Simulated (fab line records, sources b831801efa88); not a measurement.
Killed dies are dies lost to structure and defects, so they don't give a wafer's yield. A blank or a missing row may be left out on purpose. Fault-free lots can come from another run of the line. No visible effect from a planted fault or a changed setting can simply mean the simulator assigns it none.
Matching of chambers -- flow gf180mcu -- GF_V5_CVD_02 on pecvd-04 has 3 sister chambers
The step deposits SiO2 from TEOS, target thk 1450 nm, time 163.28 s. 27 wafers are shown with their chamber, then 12 later ones without.

## WAFERS WITH THEIR CHAMBER
wafer,chamber,heaterPowerW (W)
L082.2,0,512
L082.5,1,673
L082.6,0,554
L086.1,2,554
L086.3,0,542
L086.6,1,658
L087.1,1,641
L087.2,2,516
L087.6,0,427
L089.3,1,661
L089.4,2,610
L089.6,0,560
L090.2,1,658
L090.3,2,592
L090.4,0,424
L091.1,2,581
L091.4,1,659
L091.6,2,488
L093.2,1,640
L093.5,0,434
L093.6,1,560
L094.2,1,651
L094.3,1,546
L094.6,1,652
L095.1,2,557
L095.2,1,698
L095.3,0,561

SIGNATURES (means of the wafers above)
reading,chamber 0,chamber 1,chamber 2,scatter within a chamber
heaterPowerW,501.75,641.42,556.86,50
Rule: a wafer's distance from a chamber is the root of the sum, over the readings, of the square of ((its reading less the chamber's mean) divided by the reading's scatter). If the next closest chamber is less than 2 further off than the closest, the wafer can't be placed; otherwise it belongs to the closest. The scatter: take each reading less its chamber's mean, square it, sum over the shown wafers, divide by the number of wafers less the number of chambers, and take the root.

## WAFERS WITHOUT THEIR CHAMBER
wafer,heaterPowerW (W)
L095.4,598
L095.5,557
L095.6,432
L096.1,611
L096.2,594
L096.3,506
L096.4,482
L096.5,438
L096.6,691
L097.1,485
L097.3,667
L097.4,533

## WHICH CHAMBER EACH WENT THROUGH
wafer,from the rows above,in truth
L095.4,can't be placed: 2 or 1 or 0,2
L095.5,can't be placed: 2 or 0 or 1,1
L095.6,can't be placed: 0 or 2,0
L096.1,can't be placed: 1 or 2 or 0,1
L096.2,can't be placed: 2 or 1 or 0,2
L096.3,can't be placed: 0 or 2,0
L096.4,can't be placed: 0 or 2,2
L096.5,can't be placed: 0 or 2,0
L096.6,can't be placed: 1 or 2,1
L097.1,can't be placed: 0 or 2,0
L097.3,can't be placed: 1 or 2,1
L097.4,can't be placed: 2 or 0 or 1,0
0 of 12 placed correctly. From these rows, 12 cannot be placed; in 12 the true chamber is one of the candidates. 0 placed wrongly.
